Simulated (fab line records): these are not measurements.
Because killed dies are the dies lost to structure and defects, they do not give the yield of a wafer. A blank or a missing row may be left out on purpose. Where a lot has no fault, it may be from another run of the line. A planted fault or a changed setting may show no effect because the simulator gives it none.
One fault through the eyes of 2 desks	flow sky130	every desk sees just its own numbers, and what lay behind them comes last

DESK OF THE TOOL OWNER: implanter-03
SKY_VT_ADJUST_LVTN_IMPLANT_08, tool's own readings: per-lot mean of the sampled wafers with a number, covering each lot this tool ran. A lot is out of limits, marked OUT, if its mean lies more than 4 standard deviations from the usual mean; the brackets give that distance.
Columns: A = doseIonsCm2 at SKY_VT_ADJUST_LVTN_IMPLANT_08, usual 1.5696e+12; B = faradayCurrentUA at SKY_VT_ADJUST_LVTN_IMPLANT_08, usual 8.87
lot	first seen here	A	B
L169	day 9 13:17	1.5713e+12	8.93
L173	day 9 17:05	1.5689e+12	8.98
L174	day 9 23:19	1.5687e+12	8.79
L175	day 10 13:44	1.5704e+12	8.85
L182	day 12 14:57	1.5693e+12	8.93
L183	day 12 15:16	1.5698e+12	8.76
L184	day 12 20:50	1.1050e+12 (-99 or more) OUT	6.15 (-16) OUT
L185	day 12 23:58	1.1046e+12 (-99 or more) OUT	6.22 (-16) OUT
This desk's verdict: out of limits on L184, L185, starting with L184 at day 12 20:50 (doseIonsCm2 at SKY_VT_ADJUST_LVTN_IMPLANT_08). L169, L173, L174, L175, L182, L183: within limits.

FROM THE METROLOGY DESK
Means of the sampled wafers that have a number, per lot and without regard to the tool the lot ran on: this is what the gauges read. A lot is out of limits, marked OUT, if its mean lies more than 4 standard deviations from the usual mean; the brackets give that distance.
Columns: A = NWELL_OXIDATION_THK at SKY_NWELL_THK_MEAS_02, usual 10.10 nm; B = VT_ADJUST_LVTN_TW at SKY_VT_ADJUST_LVTN_TW_MEAS_10, usual 241.6; C = VT_ADJUST_LVTN_2_TW at SKY_VT_ADJUST_LVTN_TW_MEAS_21, usual 188.3
lot	first seen here	A	B	C
L164	day 2 20:57	10.03	242.4	188.1
L169	day 4 17:50	9.98	241.8	187.3
L170	day 4 17:55	10.44	241.7	187.2
L173	day 4 22:05	10.02	241.4	187.8
L174	day 5 01:56	9.81	242.4	188.4
L175	day 5 14:15	10.12	242.2	187.3
L176	day 5 14:16	10.17	240.6	189.6
L183	day 7 03:40	9.77	241.9	189.0
L182	day 7 03:40	9.79	241.3	188.6
L184	day 7 07:31	9.78	216.3 (-23) OUT	187.8
L185	day 7 08:53	9.91	218.2 (-21) OUT	188.5
L186	day 7 16:36	10.20	242.0	188.3
This desk finds L184, L185 out of limits, with the earliest case on L184 at day 12 21:03 (VT_ADJUST_LVTN_TW at SKY_VT_ADJUST_LVTN_TW_MEAS_10). L164, L169, L170, L173, L174, L175, L176, L183, L182, L186: within limits.

PUT TOGETHER
The tool owner's desk could have raised an alarm at day 12 20:50, on L184, L185.
At day 12 21:03 the metrology desk could have sounded an alarm, on L184, L185.
On implanter-03, each named lot ran SKY_VT_ADJUST_LVTN_IMPLANT_08.

WHAT WAS PUT IN BY THE SIMULATOR
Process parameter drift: implanter-03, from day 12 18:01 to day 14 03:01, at SKY_VT_ADJUST_LVTN_IMPLANT_08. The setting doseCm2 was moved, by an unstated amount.
Struck lots among those shown: L184, L185.
Delay (hours) between the fault's onset and each desk's first out-of-limits reading: 3 at the tool owner's desk, 3 at the metrology desk.
